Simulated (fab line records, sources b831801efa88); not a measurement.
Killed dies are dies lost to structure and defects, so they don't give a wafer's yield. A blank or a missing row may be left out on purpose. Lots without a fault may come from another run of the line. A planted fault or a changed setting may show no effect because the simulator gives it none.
A struck lot beside a sound one | flow gf180mcu | 43 steps out of a route of 602
Sound: wafers L647.2, L647.3, L647.4. Struck: wafers L657.1, L657.3, L657.4. The cause comes at the end.
At each step with rows: each side's tool, then ch and its chambers, then its first start. Under that, the readings that differ: sound wafers | struck wafers | difference of the means | sigmas: that difference in standard deviations of wafers without a fault.
alike: readings whose means differ by less than 2 such deviations, and words and numbers that are the same on both sides. not compared: withheld readings, readings that some wafer has no value for, bounds like >300 that may hide the same value, and numbers for which the record gives no deviation and whose values overlap.
The two part at a step that has a row with sigmas, a row that says differs or no value, or rows on one side only. Numbers that don't overlap but have no deviation are shown without sigmas and don't part them. A reading that every wafer of one side lacks parts them only if that side has two wafers or more.

first, 1 step without rows for these wafers: GF_POLY_GATE_OXIDATION_16 (stabilise 600 s, purge 300 s, target thk 4 nm).
GF_POLY_GATE_THK_MEAS_17:
  sound on film_metro-03, day 11 06:34; struck on film_metro-02, day 15 01:31
  alike: POLY_GATE_OXIDATION_THK
GF_POLY_GATE_CD_MEAS_18:
  sound on cd_sem-01, day 11 06:38; struck on cd_sem-01, day 15 01:35
  alike: cd_nm
then, 7 steps without rows for these wafers: GF_HV_LDD_DEHYDRATE_00 (time 60 s); GF_HV_LDD_HMDS_01 (prime time 60 s); GF_HV_LDD_COAT_02 (resist thk 1000 nm); GF_HV_LDD_SOFTBAKE_03 (time 60 s); GF_HV_LDD_EXPOSE_04 (exposes mask Nplus LV AREA, target cd 400 nm); GF_HV_LDD_PEB_05; GF_HV_LDD_DEVELOP_06 (develop time 60 s).
GF_HV_LDD_CD_MEAS_07: target cd 400 nm.
  sound on cd_sem-01, day 12 01:13; struck on cd_sem-02, day 15 23:09
  alike: cd_nm
GF_HV_LDD_OVL_MEAS_08:
  sound on overlay-02, day 12 01:20; struck on overlay-01, day 15 23:16
  alike: HV_LDD_OVL
GF_HV_LDD_IMPLANT_09:
  sound on implanter-03 ch 0, day 12 01:23; struck on implanter-02 ch 0, day 15 23:18
  reading                   | sound             | struck            | difference | sigmas
  implant_ion_amu           | 75 75 75          | 31 31 31          | -44        |
  model.implant.rp_nm (nm)  | 26.97 26.97 26.97 | 48.56 48.56 48.56 | +21.59     |
  model.implant.drp_nm (nm) | 11.92 11.92 11.92 | 21.16 21.16 21.16 | +9.24      |
  alike: faraday_current_uA
GF_HV_LDD_STRIP_10: strips in O2/N2.
  sound on plasma_asher-01 ch 0,1, day 12 01:31; struck on plasma_asher-03 ch 0,1, day 15 23:27
  alike: drypump_motor_current_A, heater_power_w, oes_product_au, platen_temp_c, strip_time_to_endpoint_s
  not compared: rf_hours_counter_h
GF_HV_LDD_TW_MEAS_11:
  sound on film_metro-02, day 12 01:37; struck on film_metro-03, day 15 23:47
  reading   | sound          | struck         | difference | sigmas
  HV_LDD_TW | 2381 2381 2394 | 1904 1897 1903 | -484       | -23
  not compared: hold
then, 6 steps without rows for these wafers: GF_HV_LDD_HMDS_13 (prime time 60 s); GF_HV_LDD_COAT_14 (resist thk 1000 nm); GF_HV_LDD_SOFTBAKE_15 (time 60 s); GF_HV_LDD_EXPOSE_16 (exposes mask Pplus LV AREA, target cd 400 nm); GF_HV_LDD_PEB_17; GF_HV_LDD_DEVELOP_18 (develop time 60 s).
GF_HV_LDD_CD_MEAS_19: target cd 400 nm.
  sound on cd_sem-01, day 12 20:46; struck on cd_sem-01, day 16 21:57
  alike: cd_nm
GF_HV_LDD_OVL_MEAS_20:
  sound on overlay-02, day 12 20:53; struck on overlay-01, day 16 22:04
  alike: HV_LDD_01_OVL
then, 1 step without rows for these wafers: GF_HV_LDD_IMPLANT_21.
GF_HV_LDD_STRIP_22: strips in O2/N2.
  sound on plasma_asher-01 ch 0,1, day 12 21:04; struck on plasma_asher-01 ch 0,1, day 16 22:16
  alike: drypump_motor_current_A, heater_power_w, oes_product_au, platen_temp_c, strip_time_to_endpoint_s
  not compared: rf_hours_counter_h
GF_HV_LDD_TW_MEAS_23:
  sound on film_metro-01, day 12 21:10; struck on film_metro-03, day 16 22:22
  alike: HV_LDD_2_TW
then, 7 steps without rows for these wafers: GF_HV_LDD_DEHYDRATE_24 (time 60 s); GF_HV_LDD_HMDS_25 (prime time 60 s); GF_HV_LDD_COAT_26 (resist thk 1000 nm); GF_HV_LDD_SOFTBAKE_27 (time 60 s); GF_HV_LDD_EXPOSE_28 (exposes mask Nplus HV AREA, target cd 400 nm); GF_HV_LDD_PEB_29; GF_HV_LDD_DEVELOP_30 (develop time 60 s).
GF_HV_LDD_CD_MEAS_31: target cd 400 nm.
  sound on cd_sem-02, day 13 17:28; struck on cd_sem-01, day 17 21:08
  alike: cd_nm
GF_HV_LDD_OVL_MEAS_32:
  sound on overlay-02, day 13 17:35; struck on overlay-01, day 17 21:15
  alike: HV_LDD_02_OVL
then, 4 steps without rows for these wafers: GF_HV_LDD_IMPLANT_33; GF_HV_LDD_IMPLANT_34; GF_HV_LDD_IMPLANT_35; GF_HV_LDD_IMPLANT_36.
GF_HV_LDD_STRIP_37: strips in O2/N2.
  sound on plasma_asher-03 ch 0,1, day 13 18:13; struck on plasma_asher-01 ch 0,1, day 17 21:53
  alike: drypump_motor_current_A, heater_power_w, oes_product_au, platen_temp_c, strip_time_to_endpoint_s
  not compared: rf_hours_counter_h
GF_HV_LDD_TW_MEAS_38:
  sound on film_metro-03, day 13 18:19; struck on film_metro-03, day 17 21:59
  alike: HV_LDD_3_TW
GF_HV_LDD_RS_MEAS_53: measures by four-point-probe.
  sound on film_metro-02, day 14 16:01; struck on film_metro-02, day 18 22:36
  reading            | sound             | struck            | difference | sigmas
  HV_LDD_RS (ohm/sq) | 419.9 418.8 417.7 | 359.7 359.0 359.5 | -59.4      | -66
  not compared: hold
GF_PASSIVATION_PROBE_99:
  the record has rows for the sound wafers here (prober-02, day 31 03:26) and none for the struck ones

WHERE THEY PART
First at GF_HV_LDD_TW_MEAS_11; last, within this record, at GF_PASSIVATION_PROBE_99.

WHY: what the simulator had put in
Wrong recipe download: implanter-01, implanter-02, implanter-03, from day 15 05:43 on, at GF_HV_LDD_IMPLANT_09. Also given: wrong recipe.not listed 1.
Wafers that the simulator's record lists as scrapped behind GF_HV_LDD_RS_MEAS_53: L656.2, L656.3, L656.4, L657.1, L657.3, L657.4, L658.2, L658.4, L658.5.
